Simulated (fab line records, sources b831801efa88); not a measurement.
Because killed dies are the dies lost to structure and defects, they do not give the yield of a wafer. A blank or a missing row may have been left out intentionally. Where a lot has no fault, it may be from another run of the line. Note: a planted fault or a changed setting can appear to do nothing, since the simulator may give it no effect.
The same fault as seen by 2 desks :: flow sky130 :: every desk sees just its own numbers, and what lay behind them comes last

## METROLOGY DESK
Lot by lot, what the gauges showed, no matter which tool ran the lot: averages of those sampled wafers that carry a number. Marked OUT: a lot whose mean sits more than 4 standard deviations from the usual mean, which makes it out of limits; the brackets give that distance.
Columns: A = CAPM_TIN_RS at SKY_CAPM_RS_MEAS_03, usual 6.89 ohm/sq; B = CAPM_TIN_THK at SKY_CAPM_THK_MEAS_04, usual 203.6 nm; C = CAPM_OVL at SKY_CAPM_OVL_MEAS_12, usual 0.8 nm; D = cd-nm at SKY_METAL3_CD_MEAS_13, usual 299.9 nm; E = METAL3_OVL at SKY_METAL3_OVL_MEAS_14, usual 1 nm; F = VIA3_HDPCVD_THK at SKY_VIA3_THK_MEAS_01, usual 1638 nm; G = VIA3_BOW at SKY_VIA3_BOW_MEAS_03, usual 79 um
lot: L348
first seen here: day 37 01:53
A: 6.88
B: 203.4
C: 0.3
D: 301.3
E: -2
F: 1641
G: 67

lot: L350
first seen here: day 37 09:47
A: 6.85
B: 204.9
C: 0.4
D: 299.0
E: 10
F: 1645
G: 68

lot: L360
first seen here: day 40 11:45
A: 6.86
B: 203.7
C: 1.2
D: 301.1
E: 2
F: 1631
G: 78

lot: L361
first seen here: day 40 21:11
A: 6.94
B: 201.9
C: 1.7
D: 298.7
E: 4
F: 1633
G: 95

lot: L364
first seen here: day 41 11:51
A: 6.86
B: 205.1
C: -0.1
D: 301.4
E: 1
F: 1642
G: 82

lot: L370
first seen here: day 43 18:20
A: 6.85
B: 203.7
C: 0.6
D: 298.1
E: -1
F: 1662
G: 67
This desk found nothing out of limits on any of the 6 lots.

## DESK OF THE TOOL OWNER: wet-bench-02
The tool's own readings at SKY_CAPM_STRIP_15 (strips in post etch residue remover, time 1200 s): means of the sampled wafers that have a number, for each lot that ran on this tool. Marked OUT: a lot whose mean sits more than 4 standard deviations from the usual mean, which makes it out of limits; the brackets give that distance.
Columns: A = temp-c at SKY_CAPM_STRIP_15, usual 72.50 C
lot: L360
first seen here: day 41 12:02
A: 72.59

lot: L361
first seen here: day 41 21:14
A: 72.41
This desk found nothing out of limits on any of the 2 lots.

## TAKEN TOGETHER
Metrology desk: nothing out of limits seen.
The tool owner's desk saw nothing out of limits.

## WHAT HAD BEEN PUT IN BY THE SIMULATOR
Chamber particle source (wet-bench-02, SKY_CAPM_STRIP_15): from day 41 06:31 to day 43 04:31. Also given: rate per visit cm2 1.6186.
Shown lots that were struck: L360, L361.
